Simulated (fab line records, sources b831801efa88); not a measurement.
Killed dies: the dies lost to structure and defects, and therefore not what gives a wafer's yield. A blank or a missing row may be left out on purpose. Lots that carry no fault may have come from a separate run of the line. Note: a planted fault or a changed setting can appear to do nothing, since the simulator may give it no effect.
Which of the tools did it? + flow gf180mcu + 21 wafers from 7 lots sampled at 4 of the route's 602 steps

== WHAT THE GAUGES READ, wafer by wafer ==
GF_M1_CD_MEAS_14 targets a cd of 230 nm.
| lot  | measured     | on       | cdNm (nm)         |
|------|--------------|----------|-------------------|
| L825 | day 17 17:55 | cdSem-01 | 230.2 230.3 229.5 |
| L828 | day 18 18:43 | cdSem-01 | 229.8 230.5 230.9 |
| L830 | day 19 17:16 | cdSem-01 | 230.4 228.8 230.2 |
| L832 | day 20 03:55 | cdSem-01 | 230.3 229.3 231.0 |
| L834 | day 21 02:04 | cdSem-02 | 230.0 228.6 229.6 |
| L837 | day 22 00:55 | cdSem-02 | 228.9 228.2 229.0 |
| L844 | day 24 08:28 | cdSem-01 | 229.4 229.0 229.1 |

== EACH LOT AND THE TOOL THAT RAN IT (in order: tool; ch and the chambers of the sampled wafers; start) ==
| lot  | GF_MVSD_IMPLANT_09             | GF_CONTACT_CVD_02               | GF_M1_SPUTTER_02            |
|------|--------------------------------|---------------------------------|-----------------------------|
| L825 | implanter-02 ch 0, day 4 16:14 | pecvd-01 ch 0,1, day 15 18:19   | pvdSputter-03, day 16 19:07 |
| L828 | implanter-02 ch 0, day 5 09:14 | pecvd-01 ch 0,1, day 16 18:28   | pvdSputter-04, day 17 19:18 |
| L830 | implanter-02 ch 0, day 5 22:16 | pecvd-01 ch 1,2, day 17 15:22   | pvdSputter-04, day 18 16:51 |
| L832 | implanter-04 ch 0, day 6 10:11 | pecvd-03 ch 0,1, day 18 00:55   | pvdSputter-03, day 19 03:10 |
| L834 | implanter-04 ch 0, day 6 20:01 | pecvd-04 ch 0,1,2, day 18 23:34 | pvdSputter-04, day 20 02:04 |
| L837 | implanter-02 ch 0, day 7 12:40 | pecvd-03 ch 0,1,2, day 19 23:21 | pvdSputter-04, day 21 01:42 |
| L844 | implanter-03 ch 0, day 9 05:16 | pecvd-03 ch 0,1,2, day 22 08:55 | pvdSputter-01, day 23 09:45 |
- GF_MVSD_IMPLANT_09
- GF_CONTACT_CVD_02: deposits SiO2 from TEOS, target thk 860 nm, time 95.992 s.
- GF_M1_SPUTTER_02: material AlCu, target thk 450 nm, time 23.9 s.

== THE ANSWER, worked out from the rows above alone ==
Rule: usual is defined by the lots themselves. The widest of any qualifying gaps counts: lots, ordered by their means at a reading, are off when they make up no more than a third of the lots, leave a main group of 4 or more, and stand apart from it by 3 or more times the standard deviation of that group's means. Not used: any main group whose means are identical at the precision the tables above print for the reading. A lot without any number at a reading at which 4 lots or more have one is off too. Any other lot the step has rows for is counted as sound.
None of the lots is off at any reading shown; this tells nothing.

== WHAT HAD BEEN PUT IN BY THE SIMULATOR ==
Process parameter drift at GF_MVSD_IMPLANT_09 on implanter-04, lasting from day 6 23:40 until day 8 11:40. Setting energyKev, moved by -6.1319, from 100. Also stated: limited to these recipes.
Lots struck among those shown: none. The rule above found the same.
